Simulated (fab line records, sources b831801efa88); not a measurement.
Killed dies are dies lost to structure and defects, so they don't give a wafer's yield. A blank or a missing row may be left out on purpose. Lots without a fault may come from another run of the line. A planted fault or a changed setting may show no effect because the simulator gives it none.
A struck lot beside a sound one | flow sky130 | 21 steps out of a route of 708
Sound: wafers L887.1, L887.4, L887.6. Struck: wafers L881.2, L881.5, L881.6. The cause comes at the end.
At each step with rows: each side's tool, then ch and its chambers, then its first start. Under that, the readings that differ: sound wafers | struck wafers | difference of the means | sigmas: that difference in standard deviations of wafers without a fault.
alike: readings whose means differ by less than 2 such deviations, and words and numbers that are the same on both sides. not compared: withheld readings, readings that some wafer has no value for, bounds like >300 that may hide the same value, and numbers for which the record gives no deviation and whose values overlap.
The two part at a step that has a row with sigmas, a row that says differs or no value, or rows on one side only. Numbers that don't overlap but have no deviation are shown without sigmas and don't part them. A reading that every wafer of one side lacks parts them only if that side has two wafers or more.

SKY_LI_CONTACT_CVD_21: deposits W, target thk 400 nm, time 120.56 s.
  sound on cvd_w-01 ch 0,1, day 35 18:00; struck on cvd_w-02 ch 0,1, day 34 06:48
  alike: heater_power_w
  not compared: since_wet_clean_h
SKY_LI_CONTACT_RS_MEAS_22: measures by four-point-probe.
  sound on film_metro-01, day 35 18:07; struck on film_metro-01, day 34 06:56
  alike: LI_CONTACT_W_RS
SKY_LI_CONTACT_THK_MEAS_23: measures by xrf.
  sound on film_metro-01, day 35 18:14; struck on film_metro-01, day 34 07:03
  alike: LI_CONTACT_W_THK
SKY_LI_CONTACT_CMP_24: polishes, stops on PSG, t overpolish 20 s, target thk 0 nm.
  sound on cmp-01 ch 2,3, day 35 18:26; struck on cmp-02 ch 0,1,3, day 34 07:12
  alike: motor_current_A, overpolish_run_s, time_to_endpoint_s
SKY_LOCAL_INTERCONNECT_SPUTTER_00: material TiN, target thk 100 nm, time 83.3 s.
  sound on pvd_sputter-04, day 35 18:44; struck on pvd_sputter-04, day 34 07:24
  alike: chamber_pressure_pa, throttle_valve_pct
SKY_LOCAL_INTERCONNECT_RS_MEAS_01: measures by four-point-probe.
  sound on film_metro-03, day 35 18:48; struck on film_metro-02, day 34 07:29
  alike: LOCAL_INTERCONNECT_TIN_RS
SKY_LOCAL_INTERCONNECT_THK_MEAS_02: measures by xrf.
  sound on film_metro-03, day 35 18:55; struck on film_metro-02, day 34 07:35
  alike: LOCAL_INTERCONNECT_TIN_THK
then, 5 steps without rows for these wafers: SKY_LOCAL_INTERCONNECT_DEHYDRATE_03 (time 60 s); SKY_LOCAL_INTERCONNECT_HMDS_04 (prime time 60 s); SKY_LOCAL_INTERCONNECT_COAT_05 (resist thk 60 nm); SKY_LOCAL_INTERCONNECT_COAT_06 (resist thk 450 nm); SKY_LOCAL_INTERCONNECT_SOFTBAKE_07 (time 90 s).
SKY_LOCAL_INTERCONNECT_EXPOSE_08: exposes mask LI1M, target cd 170 nm.
  sound on krf_scanner-02 ch 0, day 36 06:35; struck on krf_scanner-01 ch 0, day 34 20:09
  reading              | sound                | struck               | difference | sigmas
  exposure_dose_mJ_cm2 | 27.989 27.990 28.003 | 27.087 27.000 27.007 | -0.963     | -34
  alike: mask
then, 2 steps without rows for these wafers: SKY_LOCAL_INTERCONNECT_PEB_09; SKY_LOCAL_INTERCONNECT_DEVELOP_10 (develop time 60 s).
SKY_LOCAL_INTERCONNECT_CD_MEAS_11: target cd 170 nm.
  sound on cd_sem-02, day 36 19:58; struck on cd_sem-02, day 35 09:44
  reading    | sound             | struck            | difference | sigmas
  cd_nm (nm) | 169.6 171.7 170.3 | 176.2 175.9 177.3 | +5.9       | +3
  not compared: hold
SKY_LOCAL_INTERCONNECT_OVL_MEAS_12:
  sound on overlay-02, day 36 20:05; struck on overlay-01, day 35 11:04
  reading | sound | struck                                                                     | difference                   | sigmas
  hold    | - - - | await_dispo/1.2h/release await_dispo/1.2h/release await_dispo/1.2h/release | no value on the sound wafers |
  alike: LOCAL_INTERCONNECT_OVL
SKY_LOCAL_INTERCONNECT_ETCH_13: etches BARC in N2/H2, stops on SiO2, time 45.9 s, target depth 60 nm.
  sound on rie_metal-03 ch 0,1, day 36 20:07; struck on rie_metal-04 ch 0,1, day 35 11:06
  reading                             | sound             | struck            | difference | sigmas
  model.LOCAL_INTERCONNECT.cd_nm (nm) | 168.7 172.7 171.5 | 174.9 174.8 175.8 | +4.2       |
  alike: drypump_motor_current_A, oes_product_au, throttle_valve_pct
  not compared: rf_hours_counter_h
SKY_LOCAL_INTERCONNECT_METAL_ETCH_14: etches TiN in Cl2/BCl3, stops on PSG, target depth 110 nm, time 31.4 s.
  sound on rie_metal-03 ch 0,1, day 36 20:11; struck on rie_metal-04 ch 0,1, day 35 11:10
  reading                             | sound             | struck        | difference | sigmas
  model.LOCAL_INTERCONNECT.cd_nm (nm) | 168.8 172.4 171.1 | 176.7 176 175 | +5.1       |
  alike: drypump_motor_current_A, mfc_cl2_sccm, oes_product_au, throttle_valve_pct
  not compared: rf_hours_counter_h
SKY_LOCAL_INTERCONNECT_STRIP_15: strips in O2/N2.
  sound on plasma_asher-03 ch 0,1, day 36 20:14; struck on plasma_asher-01 ch 0,1, day 35 11:19
  alike: drypump_motor_current_A, o2_flow_sccm, oes_product_au, strip_time_to_endpoint_s
  not compared: rf_hours_counter_h
-- the record jumps here: 14 days lie between the struck wafers' starts before and after (it left off in module LOCAL_INTERCONNECT and takes up again in module PAD_OPEN, whose first step shown is number 708 of the route) --
SKY_PAD_OPEN_PROBE_99:
  sound on prober-01, day 50 08:36; struck on prober-01, day 49 09:58
  reading                        | sound             | struck            | difference | sigmas
  model.etest.res_li.line_ohm_um | 74.83 74.43 74.82 | 71.56 71.69 71.24 | -3.20      |
  alike: killed_at_M0_to_M3, killed_at_M4_up, killed_at_contacts, killed_at_front_end, killed_at_other, killed_dies, killed_open, killed_short

WHERE THEY PART
First at SKY_LOCAL_INTERCONNECT_EXPOSE_08; last, within this record, at SKY_LOCAL_INTERCONNECT_OVL_MEAS_12. Later steps at which nothing parts them and some readings are alike: SKY_LOCAL_INTERCONNECT_ETCH_13, SKY_LOCAL_INTERCONNECT_METAL_ETCH_14, SKY_LOCAL_INTERCONNECT_STRIP_15, SKY_PAD_OPEN_PROBE_99.

WHY: what the simulator had put in
Process parameter drift: krf_scanner-01, from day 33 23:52 on, at SKY_LOCAL_INTERCONNECT_EXPOSE_08. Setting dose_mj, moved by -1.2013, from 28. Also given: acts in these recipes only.
